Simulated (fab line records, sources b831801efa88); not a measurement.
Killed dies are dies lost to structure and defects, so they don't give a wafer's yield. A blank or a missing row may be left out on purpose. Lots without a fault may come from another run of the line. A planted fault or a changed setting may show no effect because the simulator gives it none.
A struck lot beside a sound one | flow sky130 | 17 steps out of a route of 708
Sound: wafers L460.1, L460.3, L460.6. Struck: wafers L481.1, L481.4, L481.5. The cause comes at the end.
At each step with rows: each side's tool, then ch and its chambers, then its first start. Under that, the readings that differ: sound wafers | struck wafers | difference of the means | sigmas: that difference in standard deviations of wafers without a fault.
alike: readings whose means differ by less than 2 such deviations, and words and numbers that are the same on both sides. not compared: withheld readings, readings that some wafer has no value for, bounds like >300 that may hide the same value, and numbers for which the record gives no deviation and whose values overlap.
The two part at a step that has a row with sigmas, a row that says differs or no value, or rows on one side only. Numbers that don't overlap but have no deviation are shown without sigmas and don't part them. A reading that every wafer of one side lacks parts them only if that side has two wafers or more.

SKY_VT_ADJUST_HVTR_OVL_MEAS_08:
  sound on overlay-02, day 9 17:33; struck on overlay-01, day 16 01:40
  alike: VT_ADJUST_HVTR_OVL
then, 1 step without rows for these wafers: SKY_VT_ADJUST_HVTR_IMPLANT_09.
SKY_VT_ADJUST_HVTR_STRIP_10: strips in O2/N2.
  sound on plasma_asher-02 ch 0,1, day 9 17:44; struck on plasma_asher-04 ch 0,1, day 16 01:51
  reading                      | sound             | struck            | difference | sigmas
  strip_time_to_endpoint_s (s) | 14.21 14.21 14.21 | 14.10 14.15 14.13 | -0.08      | -2
  alike: drypump_motor_current_A, oes_product_au
  not compared: rf_hours_counter_h
SKY_VT_ADJUST_HVTR_TW_MEAS_11:
  sound on film_metro-01, day 9 17:50; struck on film_metro-01, day 16 01:57
  alike: VT_ADJUST_HVTR_TW
then, 7 steps without rows for these wafers: SKY_VT_ADJUST_PCH_DEHYDRATE_00 (time 60 s); SKY_VT_ADJUST_PCH_HMDS_01 (prime time 60 s); SKY_VT_ADJUST_PCH_COAT_02 (resist thk 3000 nm); SKY_VT_ADJUST_PCH_SOFTBAKE_03; SKY_VT_ADJUST_PCH_EXPOSE_04 (exposes mask NWM, target cd 840 nm); SKY_VT_ADJUST_PCH_PEB_05; SKY_VT_ADJUST_PCH_DEVELOP_06 (develop time 60 s).
SKY_VT_ADJUST_PCH_OVL_MEAS_07:
  sound on overlay-01, day 10 16:06; struck on overlay-02, day 17 06:30
  alike: VT_ADJUST_PCH_OVL
SKY_VT_ADJUST_PCH_IMPLANT_08:
  sound on implanter-04 ch 0, day 10 16:08; struck on implanter-04 ch 0, day 17 06:32
  reading                          | sound                      | struck                      | difference | sigmas
  beam_on_s (s)                    | 9.75 9.67 9.99             | 11.96 11.45 11.43           | +1.81      | +8
  end_station_pressure_torr (Torr) | 4.94e-06 4.79e-06 5.18e-06 | 8.1e-05 8.777e-05 8.243e-05 | +7.9e-05   | +99 or more
  faraday_current_uA               | 2.88 2.90 2.82             | 2.31 2.43 2.45              | -0.47      | -8
SKY_VT_ADJUST_PCH_STRIP_09: strips in O2/N2.
  sound on plasma_asher-02 ch 0,1, day 10 16:17; struck on plasma_asher-03 ch 0,1, day 17 06:41
  reading                      | sound             | struck            | difference | sigmas
  drypump_motor_current_A (A)  | 5.2 5.2 5.1       | 5.9 6.0 6.1       | +0.8       | +2
  strip_time_to_endpoint_s (s) | 36.65 36.72 36.64 | 36.96 36.88 36.97 | +0.27      | +2
  alike: oes_product_au
  not compared: rf_hours_counter_h
SKY_VT_ADJUST_PCH_TW_MEAS_10:
  sound on film_metro-02, day 10 16:23; struck on film_metro-02, day 17 06:47
  reading          | sound             | struck            | difference | sigmas
  VT_ADJUST_PCH_TW | 143.6 143.8 143.5 | 148.4 147.7 146.9 | +4.0       | +3
then, 1 step without rows for these wafers: SKY_SONOS_TUNNEL_DEHYDRATE_00 (time 60 s).
-- the record jumps here: 34 days lie between the struck wafers' starts before and after (it left off in module SONOS_TUNNEL and takes up again in module PAD_OPEN, whose first step shown is number 708 of the route) --
SKY_PAD_OPEN_PROBE_99:
  sound on prober-01, day 46 05:09; struck on prober-02, day 50 23:28
  reading                                   | sound                   | struck                  | difference | sigmas
  model.etest.pfet_01v8_lvt.off_log10_a_um  | -8.414 -8.636 -8.678    | -8.902 -8.945 -8.802    | -0.307     |
  model.etest.pfet_16v.vt_v (V)             | -1.057 -1.062 -1.064    | -1.088 -1.1 -1.084      | -0.030     |
  model.etest.pfet_g5v0d10v5.vt_v (V)       | -0.8032 -0.7743 -0.7995 | -0.827 -0.8337 -0.8321  | -0.039     |
  model.etest.pfet_g5v0d10v5.vt_long_v (V)  | -0.8992 -0.9023 -0.906  | -0.9151 -0.9286 -0.917  | -0.0177    |
  model.etest.pfet_01v8_lvt.vt_sat_v (V)    | -0.4081 -0.4201 -0.4133 | -0.4354 -0.4458 -0.4399 | -0.0265    |
  model.etest.pfet_01v8_lvt.vt_v (V)        | -0.5067 -0.5172 -0.5097 | -0.5243 -0.5346 -0.5272 | -0.0175    |
  model.etest.pfet_01v8_lvt.vt_long_v (V)   | -0.6285 -0.6406 -0.6301 | -0.6449 -0.6522 -0.6424 | -0.0134    |
  model.etest.pfet_01v8_lvt.body_rise_v (V) | -0.2023 -0.1978 -0.202  | -0.2051 -0.2031 -0.2061 | -0.0041    |
  alike: killed_at_M0_to_M3, killed_at_M4_up, killed_at_contacts, killed_at_front_end, killed_at_other, killed_dies, killed_open, killed_short

WHERE THEY PART
First at SKY_VT_ADJUST_HVTR_STRIP_10; last, within this record, at SKY_VT_ADJUST_PCH_TW_MEAS_10. Later steps at which nothing parts them and some readings are alike: SKY_PAD_OPEN_PROBE_99.

WHY: what the simulator had put in
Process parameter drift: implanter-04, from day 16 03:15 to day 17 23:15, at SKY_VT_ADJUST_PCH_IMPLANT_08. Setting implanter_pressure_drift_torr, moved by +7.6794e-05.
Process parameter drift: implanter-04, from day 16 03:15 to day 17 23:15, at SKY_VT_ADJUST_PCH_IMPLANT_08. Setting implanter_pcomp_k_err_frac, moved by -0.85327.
